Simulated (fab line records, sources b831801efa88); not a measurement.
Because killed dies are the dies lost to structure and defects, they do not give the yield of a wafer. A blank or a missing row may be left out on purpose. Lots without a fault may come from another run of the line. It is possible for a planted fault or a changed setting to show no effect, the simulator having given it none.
A lot that was struck, set against a sound lot ; flow sfq_line ; 41 steps out of a route of 325
Sound: the wafers L961.2, L961.3, L961.5. Struck: wafer L983.1 (L983.3, L983.6, from the same lot, were not struck and are left out); the cause is given at the end.
Per side, at each step with rows, come the tool, then ch with its chambers, and then its first start. Under that, the readings that differ: sound wafers ; struck wafers ; difference of the means ; sigmas: that difference in standard deviations of wafers without a fault.
alike: readings whose means differ by less than 2 such deviations, and words and numbers that are the same on both sides. not compared: withheld readings, readings that some wafer has no value for, bounds like >300 that may hide the same value, and numbers for which the record gives no deviation and whose values overlap.
The two part at a step that has a row with sigmas, a row that says differs or no value, or rows on one side only. Non-overlapping numbers with no deviation appear without sigmas and do not part them. Lack of a reading on every wafer of one side parts them only where that side has two or more wafers.

first, 6 steps without rows for these wafers: SFQ_TRILAYER_C5_LITHO_COAT_156 (resist thk 62 nm); SFQ_TRILAYER_C5_LITHO_COAT_151 (resist thk 650 nm); SFQ_TRILAYER_C5_LITHO_SOFTBAKE_155; SFQ_TRILAYER_C5_LITHO_EXPOSE_152 (exposes mask C5, target cd 500 nm); SFQ_TRILAYER_C5_LITHO_PEB_154 (peb time 60 s); SFQ_TRILAYER_C5_LITHO_DEVELOP_153 (time 60 s).
SFQ_C5_OVL_MEAS_937:
  sound: overlay-02 at day 73 14:28; struck: overlay-02 at day 79 12:56
  alike: C5_OVL
SFQ_TRILAYER_C5_BARC_OPEN_VIA_ETCH_210: etches BARC in O2, target depth 125 nm, time 41.7 s.
  sound on rie_diel-04 ch 0,1,2, day 73 14:30; struck on rie_diel-03 ch 1, day 79 12:58
  alike: bias_w, drypump_motor_current_A, oes_product_au
  not compared: rf_hours_counter_h
SFQ_TRILAYER_C5_ETCH_VIA_ETCH_154: etches SiO2 in CHF3, stops on Nb, target depth 84 nm.
  sound on rie_diel-04 ch 0,1,2, day 73 14:32; struck on rie_diel-03 ch 1, day 79 13:01
  alike: bias_w, drypump_motor_current_A, oes_product_au
then, 3 steps without rows for these wafers: SFQ_TRILAYER_C5_STRIP_STRIP_155 (strips in O2); SFQ_TRILAYER_C5_STRIP_SOLV_CLEAN_156 (cleans in NMP, time 600 s); SFQ_TRILAYER_M6_DEP_PRE_CLEAN_158 (time 22.5 s).
SFQ_TRILAYER_M6_DEP_SPUTTER_157: material Nb, target thk 200 nm, time 133.3 s.
  sound: pvd_sputter-03 at day 73 15:35; struck: pvd_sputter-04 at day 79 13:53
reading;sound;struck;difference;sigmas
throttle_valve_pct (%);28.9 29.8 30.1;31.8;+2.2;+2
model.Nb_of_TRILAYER_M6_DEP_SPUTTER_157.thk_nm (nm);202.9 201.6 202.5;267.1;+64.8;
SFQ_M6_RS_MEAS_938: uses a four-point probe to measure.
  sound: film_metro-04 at day 73 15:42; struck: film_metro-01 at day 79 14:16
reading;sound;struck;difference;sigmas
M6_NB_RS (ohm/sq);0.879 0.883 0.880;0.665;-0.216;-29
  not compared: hold
then, 5 steps without rows for these wafers: SFQ_TRILAYER_M6_LITHO_COAT_159 (resist thk 600 nm); SFQ_TRILAYER_M6_LITHO_SOFTBAKE_163; SFQ_TRILAYER_M6_LITHO_EXPOSE_160 (exposes mask M6, target cd 500 nm); SFQ_TRILAYER_M6_LITHO_PEB_162 (peb time 60 s); SFQ_TRILAYER_M6_LITHO_DEVELOP_161 (time 60 s).
SFQ_M6_OVL_MEAS_940:
  sound: overlay-02 at day 73 18:07; struck: overlay-01 at day 80 08:22
  alike: M6_OVL
then, 1 step without rows for these wafers: SFQ_TRILAYER_M6_BARC_OPEN_METAL_ETCH_206 (etches BARC in O2, target depth 125 nm, time 41.7 s).
SFQ_TRILAYER_M6_ETCH_METAL_ETCH_162: etches Nb in Cl2/Ar, stops on SiO2, target depth 240 nm, time 120 s.
  sound on rie_metal-02 ch 0,1, day 73 18:14; struck on rie_metal-02 ch 0, day 80 08:28
reading;sound;struck;difference;sigmas
oes_product_au (a.u.);0.901 0.884 0.910;1.000;+0.102;+15
  alike: bias_w, drypump_motor_current_A
  not compared: rf_hours_counter_h
then, 3 steps without rows for these wafers: SFQ_TRILAYER_M6_STRIP_STRIP_163 (strips in O2); SFQ_TRILAYER_M6_STRIP_SOLV_CLEAN_164 (cleans in NMP, time 600 s); SFQ_TRILAYER_I6_DEP_PECVD_165 (deposits SiO2 from SiH4/N2O, time 111.11 s, target thk 500 nm).
SFQ_TRILAYER_I6_CMP_CMP_166: polishes SiO2.
  sound on cmp-02 ch 0,1, day 73 19:27; struck on cmp-01 ch 1, day 80 14:46
  alike: head_pressure_psi, motor_current_A, time_to_endpoint_s
SFQ_I6_BOW_MEAS_941:
  sound: film_metro-03 at day 73 22:28; struck: film_metro-03 at day 80 16:16
  alike: I6_BOW
then, 7 steps without rows for these wafers: SFQ_TRILAYER_I6_METRO_MEASURE_167; SFQ_TRILAYER_I6_VIA_LITHO_COAT_174 (resist thk 62 nm); SFQ_TRILAYER_I6_VIA_LITHO_COAT_169 (resist thk 650 nm); SFQ_TRILAYER_I6_VIA_LITHO_SOFTBAKE_173; SFQ_TRILAYER_I6_VIA_LITHO_EXPOSE_170 (exposes mask I6, target cd 700 nm); SFQ_TRILAYER_I6_VIA_LITHO_PEB_172 (peb time 60 s); SFQ_TRILAYER_I6_VIA_LITHO_DEVELOP_171 (time 60 s).
-- the record jumps here: 4 days lie between the struck wafers' starts before and after --
SFQ_I6_OVL_MEAS_942:
  sound: overlay-01 at day 78 15:28; struck: overlay-01 at day 84 06:28
  alike: I6_OVL
then, 1 step without rows for these wafers: SFQ_TRILAYER_I6_VIA_BARC_OPEN_VIA_ETCH_235 (etches BARC in O2, target depth 125 nm, time 41.7 s).
SFQ_TRILAYER_I6_VIA_ETCH_VIA_ETCH_172: etches SiO2 in CHF3, stops on Nb, target depth 260 nm.
  sound on rie_diel-03 ch 0,2,3, day 78 15:32; struck on rie_diel-03 ch 1, day 84 06:32
reading;sound;struck;difference;sigmas
oes_product_au (a.u.);0.845 0.853 0.858;0.864;+0.012;+2
  alike: bias_w, drypump_motor_current_A
SFQ_TRILAYER_I6_VIA_STRIP_STRIP_173: strips in O2.
  sound on rie_metal-01 ch 0,1, day 78 15:39; struck on rie_metal-01 ch 0, day 84 06:39
  alike: drypump_motor_current_A, oes_product_au
  not compared: rf_hours_counter_h
then, 2 steps without rows for these wafers: SFQ_TRILAYER_I6_VIA_STRIP_SOLV_CLEAN_174 (cleans in NMP, time 600 s); SFQ_TRILAYER_M7_DEP_PRE_CLEAN_176 (time 22.5 s).
-- the record jumps here: 8 days lie between the struck wafers' starts before and after --
SFQ_M8_BOW_MEAS_951:
  sound: film_metro-04 at day 83 23:58; struck: film_metro-02 at day 91 23:20
reading;sound;struck;difference;sigmas
model.etest.m6.comb_log10_ohm;12 12 12;0;-12;
model.etest.m6.ohm_sq;0.8781 0.884 0.88;0.6671;-0.2136;
  alike: M8_BOW

## WHERE THEY PART
Earliest at SFQ_TRILAYER_M6_DEP_SPUTTER_157; latest, in this record, at SFQ_TRILAYER_I6_VIA_ETCH_VIA_ETCH_172. Later steps at which nothing parts them and some readings are alike: SFQ_TRILAYER_I6_VIA_STRIP_STRIP_173, SFQ_M8_BOW_MEAS_951.

WHY: the cause the simulator had injected
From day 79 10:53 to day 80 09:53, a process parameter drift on pvd_sputter-04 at SFQ_TRILAYER_M6_DEP_SPUTTER_157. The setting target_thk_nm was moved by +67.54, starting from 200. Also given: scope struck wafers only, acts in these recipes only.
